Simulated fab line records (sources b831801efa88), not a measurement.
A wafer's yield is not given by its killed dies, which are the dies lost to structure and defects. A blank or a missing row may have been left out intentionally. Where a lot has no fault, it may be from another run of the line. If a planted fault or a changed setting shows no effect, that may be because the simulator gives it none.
Which tool did it? || flow gf180mcu || Sampling: 6 lots, 18 wafers, 4 of 602 route steps

== WHAT THE GAUGES SHOWED, per wafer ==
GF_PASSIVATION_THK_MEAS_03.
{"lot": "L501", "measured": "day 29 07:22", "on": "filmMetro-02", "PASSIVATION_CVD_02_THK (nm)": "693 694 699"}
{"lot": "L503", "measured": "day 29 23:29", "on": "filmMetro-04", "PASSIVATION_CVD_02_THK (nm)": "936 935 697"}
{"lot": "L512", "measured": "day 32 08:34", "on": "filmMetro-02", "PASSIVATION_CVD_02_THK (nm)": "686 700 702"}
{"lot": "L516", "measured": "day 33 05:55", "on": "filmMetro-03", "PASSIVATION_CVD_02_THK (nm)": "705 714 716"}
{"lot": "L517", "measured": "day 33 23:57", "on": "filmMetro-03", "PASSIVATION_CVD_02_THK (nm)": "683 690 702"}
{"lot": "L520", "measured": "day 34 07:04", "on": "filmMetro-04", "PASSIVATION_CVD_02_THK (nm)": "696 690 684"}

== EACH LOT AND THE TOOL THAT RAN IT (in order: tool; ch and the chambers of the sampled wafers; start) ==
{"lot": "L501", "GF_V5_CVD_23": "cvdW-02 ch 0,1, day 28 10:14", "GF_TOP_METAL_SPUTTER_03": "pvdSputter-03, day 28 11:01", "GF_PASSIVATION_CVD_02": "pecvd-03 ch 1,2, day 29 07:04"}
{"lot": "L503", "GF_V5_CVD_23": "cvdW-01 ch 0,1, day 29 02:24", "GF_TOP_METAL_SPUTTER_03": "pvdSputter-01, day 29 03:10", "GF_PASSIVATION_CVD_02": "pecvd-01 ch 0,1,2, day 29 23:11"}
{"lot": "L512", "GF_V5_CVD_23": "cvdW-01 ch 0,1, day 31 14:29", "GF_TOP_METAL_SPUTTER_03": "pvdSputter-03, day 31 15:16", "GF_PASSIVATION_CVD_02": "pecvd-02 ch 0,2, day 32 08:16"}
{"lot": "L516", "GF_V5_CVD_23": "cvdW-01 ch 0,1, day 32 11:56", "GF_TOP_METAL_SPUTTER_03": "pvdSputter-01, day 32 12:40", "GF_PASSIVATION_CVD_02": "pecvd-03 ch 0,2, day 33 05:37"}
{"lot": "L517", "GF_V5_CVD_23": "cvdW-01 ch 0,1, day 33 06:35", "GF_TOP_METAL_SPUTTER_03": "pvdSputter-04, day 33 07:22", "GF_PASSIVATION_CVD_02": "pecvd-01 ch 0,1,2, day 33 23:40"}
{"lot": "L520", "GF_V5_CVD_23": "cvdW-01 ch 0,1, day 33 13:35", "GF_TOP_METAL_SPUTTER_03": "pvdSputter-03, day 33 14:21", "GF_PASSIVATION_CVD_02": "pecvd-01 ch 1,2, day 34 06:45"}
- GF_V5_CVD_23: deposits W, target thk 350 nm, time 104.9 s.
- GF_TOP_METAL_SPUTTER_03: material Ti, target thk 5 nm, time 3.3 s.
- GF_PASSIVATION_CVD_02: deposits Si3N4, target thk 700 nm, time 486.18 s.

== THE ANSWER, worked out from the rows above alone ==
Rule: what is usual is taken from the lots themselves. Put in order of their means at a reading, lots are off if they are a third of the lots or fewer, leave a main group of 4 or more, and stand apart from it by a gap of 3 or more times the standard deviation of the main group's means; of several such gaps the widest counts. Not used: any main group whose means are identical at the precision the tables above print for the reading. Also off: a lot with no number at a reading for which 4 or more lots have one. All remaining lots with rows at the step are treated as sound.
Off: L503, seen at GF_PASSIVATION_THK_MEAS_03 (PASSIVATION_CVD_02_THK). Main group: mean 697 nm, sd 7.7.
A tool fits if, at a process step before that reading, it ran every lot that is off, and no sound lot after the first of them. Gauges at GF_PASSIVATION_THK_MEAS_03: tried the same way as those tools. No candidate that was tried fits.

== WHAT THE SIMULATOR PUT IN ==
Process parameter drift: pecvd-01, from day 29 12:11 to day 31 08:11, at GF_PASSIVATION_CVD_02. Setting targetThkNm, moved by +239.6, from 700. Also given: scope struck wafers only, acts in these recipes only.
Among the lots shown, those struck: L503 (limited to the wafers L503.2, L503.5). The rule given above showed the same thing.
